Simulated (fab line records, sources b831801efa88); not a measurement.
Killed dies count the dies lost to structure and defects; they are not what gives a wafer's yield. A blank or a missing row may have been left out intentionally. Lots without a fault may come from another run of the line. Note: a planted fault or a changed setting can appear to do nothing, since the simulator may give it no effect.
The tool behind it: which one? / flow gf180mcu / 17 wafers from 6 lots sampled at 3 of the route's 602 steps

== WHAT THE GAUGES READ, wafer by wafer ==
GF_MVPSD_TW_MEAS_11.
lot=L320; measured=day 6 00:01; on=film_metro-01; MVPSD_TW=550.2 547.6 549.1
lot=L322; measured=day 6 12:35; on=film_metro-04; MVPSD_TW=549.7 552.3 556.0
lot=L326; measured=day 7 13:01; on=film_metro-01; MVPSD_TW=549.3 550.0 550.0
lot=L332; measured=day 9 03:33; on=film_metro-01; MVPSD_TW=547.7 545.2 545.9
lot=L335; measured=day 9 16:42; on=film_metro-01; MVPSD_TW=546.6 549.8 549.1
lot=L338; measured=day 10 10:46; on=film_metro-01; MVPSD_TW=546.5 550.2

== EACH LOT AND THE TOOL THAT RAN IT (in order: tool; ch and the chambers of the sampled wafers; start) ==
lot=L320; GF_STI_ETCH_13=rie_diel-02 ch 0,2,3, day 2 22:07; GF_STI_STRIP_15=plasma_asher-01 ch 0,1, day 2 22:16
lot=L322; GF_STI_ETCH_13=rie_diel-02 ch 1,2,3, day 3 08:28; GF_STI_STRIP_15=plasma_asher-01 ch 0,1, day 3 08:38
lot=L326; GF_STI_ETCH_13=rie_diel-02 ch 0,1,2, day 4 05:02; GF_STI_STRIP_15=plasma_asher-03 ch 0,1, day 4 05:11
lot=L332; GF_STI_ETCH_13=rie_diel-02 ch 0,3, day 5 11:54; GF_STI_STRIP_15=plasma_asher-01 ch 0,1, day 5 12:05
lot=L335; GF_STI_ETCH_13=rie_diel-01 ch 0,1,3, day 6 04:06; GF_STI_STRIP_15=plasma_asher-04 ch 0,1, day 6 04:14
lot=L338; GF_STI_ETCH_13=rie_diel-01 ch 0,3, day 6 19:17; GF_STI_STRIP_15=plasma_asher-01 ch 0,1, day 6 19:26
- GF_STI_ETCH_13: etches the open film in CHF3/O2, stops on Si, target depth 282.31 nm, time 112.9 s.
- GF_STI_STRIP_15: strips in O2/N2.

== THE ANSWER, worked out from the rows above alone ==
Rule: what is usual is taken from the lots themselves. Put in order of their means at a reading, lots are off if they are a third of the lots or fewer, leave a main group of 4 or more, and stand apart from it by a gap of 3 or more times the standard deviation of the main group's means; of several such gaps the widest counts. A main group whose means are all the same, to the digits that the tables above print for the reading, isn't used. Also off: a lot with no number at a reading for which 4 or more lots have one. Any other lot the step has rows for is counted as sound.
Nothing can be told from this: no lot is off at any reading shown.

== WHAT THE SIMULATOR PUT IN ==
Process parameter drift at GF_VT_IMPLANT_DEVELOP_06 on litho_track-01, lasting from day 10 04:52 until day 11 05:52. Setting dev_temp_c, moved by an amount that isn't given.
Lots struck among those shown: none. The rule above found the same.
